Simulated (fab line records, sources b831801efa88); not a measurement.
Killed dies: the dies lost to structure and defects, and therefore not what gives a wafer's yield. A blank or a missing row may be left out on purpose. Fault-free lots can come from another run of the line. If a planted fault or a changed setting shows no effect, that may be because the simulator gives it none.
What tool caused it? -- flow sfq_line -- 14 lots, 42 wafers sampled, at 4 steps of a route of 325

== WHAT EACH GAUGE READ, for each wafer ==
SFQ_I3_OVL_MEAS_923.
lot,measured,on,I3_OVL (nm)
L549,day 43 23:16,overlay-01,0 -2 -2
L550,day 49 01:51,overlay-02,-7 -9 -14
L551,day 49 04:15,overlay-02,-2 -1 -1
L552,day 49 10:16,overlay-02,-2 -3 0
L553,day 49 12:39,overlay-02,-5 3 -4
L554,day 49 18:39,overlay-02,-13 -12 -4
L555,day 49 23:27,overlay-02,-4 -12 -9
L560,day 51 05:01,overlay-02,-5 -4 -11
L562,day 51 17:13,overlay-01,-3 1 -1
L563,day 51 23:14,overlay-02,-10 -8 -5
L564,day 52 04:01,overlay-01,-12 -8 -9
L567,day 56 18:20,overlay-01,0 4 -1
L568,day 57 03:55,overlay-01,4 -3 -4
L569,day 57 12:27,overlay-02,7 9 6

SFQ_M4_RS_MEAS_924: a four-point-probe measurement.
lot,measured,on,M4_NB_RS (ohm/sq)
L549,day 44 00:21,film_metro-04,0.937 0.940 0.936
L550,day 49 03:11,film_metro-04,0.453 0.462 0.457 0.455 0.462 0.458
L551,day 49 05:20,film_metro-02,0.914 0.915 0.916
L552,day 49 11:38,film_metro-04,0.461 0.451 0.459 0.461 0.450 0.458
L553,day 49 13:45,film_metro-03,0.909 0.906 0.922
L554,day 49 19:44,film_metro-04,0.927 0.935 0.940
L555,day 50 00:32,film_metro-03,0.916 0.897 0.905
L560,day 51 06:08,film_metro-04,0.913 0.917 0.923
L562,day 51 18:19,film_metro-02,0.931 0.932 0.913
L563,day 52 00:25,film_metro-02,0.932 0.934 0.929
L564,day 52 05:06,film_metro-03,0.932 0.937 0.934
L567,day 56 19:26,film_metro-04,0.949 0.939 0.938
L568,day 57 05:01,film_metro-04,0.932 0.921 0.931
L569,day 57 13:33,film_metro-04,0.936 0.928 0.928

== TOOL THAT RAN EACH LOT (tool first, then ch and the chambers of the sampled wafers, then the start) ==
lot,SFQ_TRILAYER_M3_DEP_SPUTTER_073,SFQ_TRILAYER_M4_DEP_SPUTTER_091
L549,"pvd_sputter-04, day 37 11:37","pvd_sputter-04, day 44 00:16"
L550,"pvd_sputter-06, day 44 02:32","pvd_sputter-05, day 49 02:50"
L551,"pvd_sputter-04, day 44 03:44","pvd_sputter-03, day 49 05:14"
L552,"pvd_sputter-03, day 44 12:16","pvd_sputter-03, day 49 11:14"
L553,"pvd_sputter-04, day 44 14:40","pvd_sputter-03, day 49 13:40"
L554,"pvd_sputter-06, day 44 23:04","pvd_sputter-05, day 49 19:38"
L555,"pvd_sputter-04, day 45 03:52","pvd_sputter-03, day 50 00:26"
L560,"pvd_sputter-04, day 46 00:16","pvd_sputter-05, day 51 06:02"
L562,"pvd_sputter-03, day 46 03:52","pvd_sputter-05, day 51 18:14"
L563,"pvd_sputter-04, day 46 08:04","pvd_sputter-04, day 52 00:19"
L564,"pvd_sputter-06, day 46 09:52","pvd_sputter-05, day 52 05:01"
L567,"pvd_sputter-03, day 47 08:56","pvd_sputter-05, day 56 19:19"
L568,"pvd_sputter-03, day 47 13:38","pvd_sputter-05, day 57 04:55"
L569,"pvd_sputter-03, day 47 19:38","pvd_sputter-05, day 57 13:26"
- SFQ_TRILAYER_M3_DEP_SPUTTER_073: material Nb, target thk 200 nm, time 133.3 s.
- SFQ_TRILAYER_M4_DEP_SPUTTER_091: material Nb, target thk 200 nm, time 128.8 s.

== WHAT THE TOOLS THEMSELVES READ (means of the sampled wafers that have a number; where no wafer has one, the mark that the record gives instead) ==
SFQ_TRILAYER_M3_DEP_SPUTTER_073.
lot,tool,resputter_cathode_voltage_v (V),throttle_valve_pct (%)
L549,pvd_sputter-04,405,31.3
L550,pvd_sputter-06,401,31.1
L551,pvd_sputter-04,400,30.1
L552,pvd_sputter-03,402,29.7
L553,pvd_sputter-04,399,29.9
L554,pvd_sputter-06,400,30.1
L555,pvd_sputter-04,402,29.1
L560,pvd_sputter-04,401,28.8
L562,pvd_sputter-03,400,30.9
L563,pvd_sputter-04,400,30.5
L564,pvd_sputter-06,401,31.0
L567,pvd_sputter-03,397,30.3
L568,pvd_sputter-03,400,30.8
L569,pvd_sputter-03,400,29.8

SFQ_TRILAYER_M4_DEP_SPUTTER_091.
lot,tool,resputter_cathode_voltage_v (V),throttle_valve_pct (%)
L549,pvd_sputter-04,402,30.1
L550,pvd_sputter-05,401,30.4
L551,pvd_sputter-03,401,30.7
L552,pvd_sputter-03,401,30.4
L553,pvd_sputter-03,396,30.3
L554,pvd_sputter-05,400,30.5
L555,pvd_sputter-03,403,31.4
L560,pvd_sputter-05,400,30.5
L562,pvd_sputter-05,402,30.3
L563,pvd_sputter-04,406,29.8
L564,pvd_sputter-05,400,30.5
L567,pvd_sputter-05,401,30.3
L568,pvd_sputter-05,403,30.8
L569,pvd_sputter-05,397,30.1

== THE ANSWER, worked out from the rows above alone ==
Rule: the lots themselves supply what counts as usual. The widest of any qualifying gaps counts: lots, ordered by their means at a reading, are off when they make up no more than a third of the lots, leave a main group of 4 or more, and stand apart from it by 3 or more times the standard deviation of that group's means. A main group is skipped when, at the precision printed for the reading in the tables above, its means are all equal. Also off: a lot with no number at a reading for which 4 or more lots have one. Where the step has rows for the other lots, those lots are counted as sound. First the gauges in route order, then the tools' own readings, where a lot's mean is used as printed above. At the first step where some lot is off, the reading lying furthest off is the one used; lots without a number count as furthest.
Off: L550, L552, at SFQ_M4_RS_MEAS_924 (M4_NB_RS). The main group: mean 0.926 ohm/sq, standard deviation 0.011.
If a tool, at a process step before that reading, ran all the lots that are off and no sound lot after the first of them, it fits. Gauges at SFQ_M4_RS_MEAS_924: tried the same way as those tools. None of those tried fits.

== WHAT THE SIMULATOR HAD INSERTED ==
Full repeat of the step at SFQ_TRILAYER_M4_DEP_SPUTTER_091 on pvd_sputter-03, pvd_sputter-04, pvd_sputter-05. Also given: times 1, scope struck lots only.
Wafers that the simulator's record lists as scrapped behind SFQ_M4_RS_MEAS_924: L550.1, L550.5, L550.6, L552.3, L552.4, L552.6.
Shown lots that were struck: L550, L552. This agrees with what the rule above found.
